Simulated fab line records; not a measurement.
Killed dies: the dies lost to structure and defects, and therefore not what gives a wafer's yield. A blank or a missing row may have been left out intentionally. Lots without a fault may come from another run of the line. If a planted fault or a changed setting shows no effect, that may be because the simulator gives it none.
Which tool was responsible? | flow gf180mcu | 11 lots, 33 wafers sampled, at 2 steps of a route of 602

## WHAT THE GAUGES READ, wafer by wafer
GF_HV_LDD_THK_MEAS_57.
lot  | measured     | on            | HV_LDD_CVD_56_THK (nm)
L510 | day 12 16:19 | film-metro-01 | 90.7 90.1 89.6
L511 | day 12 22:19 | film-metro-01 | 90.0 90.1 90.3
L513 | day 13 14:23 | film-metro-03 | 89.8 90.8 90.5
L517 | day 15 08:31 | film-metro-03 | 88.7 88.5 88.4
L518 | day 15 11:31 | film-metro-03 | 89.1 89.2 89.6
L519 | day 15 17:21 | film-metro-01 | 89.8 89.6 89.0
L521 | day 16 04:20 | film-metro-03 | 90.2 89.6 89.6
L526 | day 17 20:58 | film-metro-01 | 64.9 64.4 64.2
L530 | day 19 15:21 | film-metro-01 | 90.6 89.9 90.3
L532 | day 20 02:40 | film-metro-03 | 89.4 90.0 89.4
L533 | day 20 09:54 | film-metro-01 | 89.5 88.8 89.7

## WHICH TOOL RAN EACH LOT (tool, then ch and the chambers of the sampled wafers, then the start)
lot  | GF_HV_LDD_CVD_56
L510 | lpcvd-02 ch 0, day 12 14:53
L511 | lpcvd-02 ch 1, day 12 20:53
L513 | lpcvd-01 ch 0, day 13 12:14
L517 | lpcvd-01 ch 1, day 15 06:21
L518 | lpcvd-01 ch 1, day 15 09:22
L519 | lpcvd-02 ch 1, day 15 15:55
L521 | lpcvd-02 ch 1, day 16 02:54
L526 | lpcvd-01 ch 0, day 17 19:32
L530 | lpcvd-02 ch 0, day 19 13:55
L532 | lpcvd-02 ch 0, day 20 00:30
L533 | lpcvd-02 ch 0, day 20 07:45
- GF_HV_LDD_CVD_56: deposits Si3N4 from DCS/NH3, target thk 90 nm, time 1543 s.

## THE ANSWER, worked out from the rows above alone
Rule: the lots themselves supply what counts as usual. The widest of any qualifying gaps counts: lots, ordered by their means at a reading, are off when they make up no more than a third of the lots, leave a main group of 4 or more, and stand apart from it by 3 or more times the standard deviation of that group's means. Not used: any main group whose means are identical at the precision the tables above print for the reading. A lot without any number at a reading at which 4 lots or more have one is off too. All remaining lots with rows at the step are treated as sound.
Off: L526, at GF_HV_LDD_THK_MEAS_57 (HV_LDD_CVD_56_THK). The main group has a mean of 89.7 nm with a standard deviation of 0.54.
If a tool, at a process step before that reading, ran all the lots that are off and no sound lot after the first of them, it fits. The gauges at GF_HV_LDD_THK_MEAS_57 are tried like those tools. One fits: lpcvd-01 at GF_HV_LDD_CVD_56. Its last sound lot is L518 (day 15 09:22), its first lot that is off L526 (day 17 19:32): a fault that began between those two fits.

## WHAT WAS PUT IN BY THE SIMULATOR
lpcvd-01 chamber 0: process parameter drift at GF_HV_LDD_CVD_56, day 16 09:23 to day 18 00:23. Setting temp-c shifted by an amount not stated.
Lots struck among those shown: L526. The rule above found the same.
